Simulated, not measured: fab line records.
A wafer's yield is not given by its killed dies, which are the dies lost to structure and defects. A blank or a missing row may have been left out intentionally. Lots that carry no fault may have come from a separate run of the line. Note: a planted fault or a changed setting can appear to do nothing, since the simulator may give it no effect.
A single fault, viewed from 2 desks + flow sky130 + what lay behind the numbers comes last; until then each desk has only its own

== AT THE METROLOGY DESK ==
Means of the sampled wafers that have a number, per lot and without regard to the tool the lot ran on: this is what the gauges read. Any lot whose mean is over 4 standard deviations away from the usual mean is out of limits and marked OUT; that distance is given in the brackets.
Columns: A = VIA2_OVL at SKY_VIA2_OVL_MEAS_13, usual 2 nm; B = VIA2_W_RS at SKY_VIA2_RS_MEAS_22, usual 0.272 ohm/sq; C = VIA2_W_THK at SKY_VIA2_THK_MEAS_23, usual 425 nm; D = CAPM_CVD_00_THK at SKY_CAPM_THK_MEAS_01, usual 15.55 nm; E = CAPM_TIN_RS at SKY_CAPM_RS_MEAS_03, usual 6.94 ohm/sq; F = CAPM_TIN_THK at SKY_CAPM_THK_MEAS_04, usual 197.6 nm; G = CAPM_OVL at SKY_CAPM_OVL_MEAS_12, usual 1.8 nm
| lot  | first seen here | A  | B     | C   | D     | E    | F     | G   |
|------|-----------------|----|-------|-----|-------|------|-------|-----|
| L839 | day 37 10:32    | -3 | 0.279 | 412 | 15.51 | 6.95 | 198.2 | 3.6 |
| L840 | day 37 13:43    | 3  | 0.277 | 413 | 15.36 | 6.89 | 200.6 | 1.2 |
| L846 | day 39 12:17    | 5  | 0.271 | 440 | 15.36 | 6.97 | 196.6 | 1.6 |
| L853 | day 41 18:31    | 6  | 0.274 | 437 | 15.58 | 7.00 | 196.2 | 4.3 |
| L856 | day 42 06:27    | 3  | 0.271 | 431 | 15.75 | 6.90 | 200.4 | 3.0 |
| L857 | day 42 08:43    | 1  | 0.270 | 419 | 15.23 | 6.91 | 200.1 | 0.9 |
Finding of this desk: none of the 6 lots has anything out of limits.

== FOR THE TOOL OWNER'S DESK: pvd sputter-01 ==
The tool's own readings at SKY_METAL3_SPUTTER_00 (material Ti, target thk 15 nm, time 10 s): means of the sampled wafers that have a number, for each lot that ran on this tool. Any lot whose mean is over 4 standard deviations away from the usual mean is out of limits and marked OUT; that distance is given in the brackets.
Columns: A = throttle valve pct at SKY_METAL3_SPUTTER_00, usual 30.2 %
| lot  | first seen here | A    |
|------|-----------------|------|
| L840 | day 37 15:06    | 30.4 |
| L846 | day 39 13:41    | 30.1 |
| L853 | day 41 19:56    | 30.1 |
| L856 | day 42 07:53    | 30.2 |
Finding of this desk: none of the 4 lots has anything out of limits.

== ALL TOGETHER ==
The metrology desk saw nothing out of limits.
The desk of the tool owner found nothing out of limits.

== WHAT THE SIMULATOR HAD PUT IN ==
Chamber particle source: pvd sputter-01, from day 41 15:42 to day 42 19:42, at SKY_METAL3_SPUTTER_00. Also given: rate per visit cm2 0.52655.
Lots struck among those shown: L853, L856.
